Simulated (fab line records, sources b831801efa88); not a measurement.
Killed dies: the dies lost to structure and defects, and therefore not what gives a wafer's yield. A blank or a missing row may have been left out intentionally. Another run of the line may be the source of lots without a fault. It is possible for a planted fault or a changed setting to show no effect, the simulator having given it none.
Matching of chambers    flow sky130    cmp-02 running SKY_VIA2_CMP_24: 4 sister chambers
The step polishes, stops on SiO2, t overpolish 20 s, target thk 0 nm. 8 wafers are shown with their chamber, then 10 later ones without.

== WAFERS PAIRED WITH THEIR CHAMBERS ==
wafer   chamber  motor_current_A (A)  retaining_ring_pressure_frac
L081.5  0        9.7                  1.000
L083.4  3        12.2                 1.007
L083.6  1        10.5                 0.993
L086.1  0        9.1                  0.998
L086.3  2        10.5                 1.003
L086.5  1        10.5                 0.996
L084.4  3        11.8                 0.996
L084.5  2        11.5                 0.998

== WAFERS MISSING THEIR CHAMBER ==
wafer   motor_current_A (A)  retaining_ring_pressure_frac
L084.6  12.4                 0.997
L087.1  10.5                 0.998
L087.2  11.0                 0.996
L087.4  9.4                  1.000
L095.1  11.0                 1.000
L095.2  11.1                 1.006
L095.3  12.3                 1.003
L096.2  9.5                  0.996
L096.3  12.3                 0.993
L096.4  10.6                 0.996

== CHAMBER TAKEN BY EACH ==
wafer   from the rows above           in truth
L084.6  can't be placed: 3 or 2       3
L087.1  can't be placed: 1 or 2 or 0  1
L087.2  can't be placed: 2 or 1 or 3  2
L087.4  0                             0
L095.1  can't be placed: 2 or 1       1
L095.2  can't be placed: 2 or 3 or 1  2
L095.3  3                             3
L096.2  can't be placed: 0 or 1       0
L096.3  can't be placed: 3 or 2       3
L096.4  can't be placed: 1 or 2       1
Placed correctly: 2 of 10. From these rows, 8 cannot be placed; in 8 the true chamber is one of the candidates. 0 placed wrongly.
How it was worked out, from the rows above alone: a wafer's distance from a chamber is the root of the sum, over the readings, of the square of ((its reading less the chamber's mean) divided by the reading's scatter). The wafer belongs to the nearest chamber; if the next one is less than 2 further off, it can't be placed. For every chamber, the mean is computed from those of its wafers that are shown. The scatter is the square root of a quotient: the sum, over the shown wafers, of each reading's squared deviation from its chamber's mean, divided by wafers minus chambers.
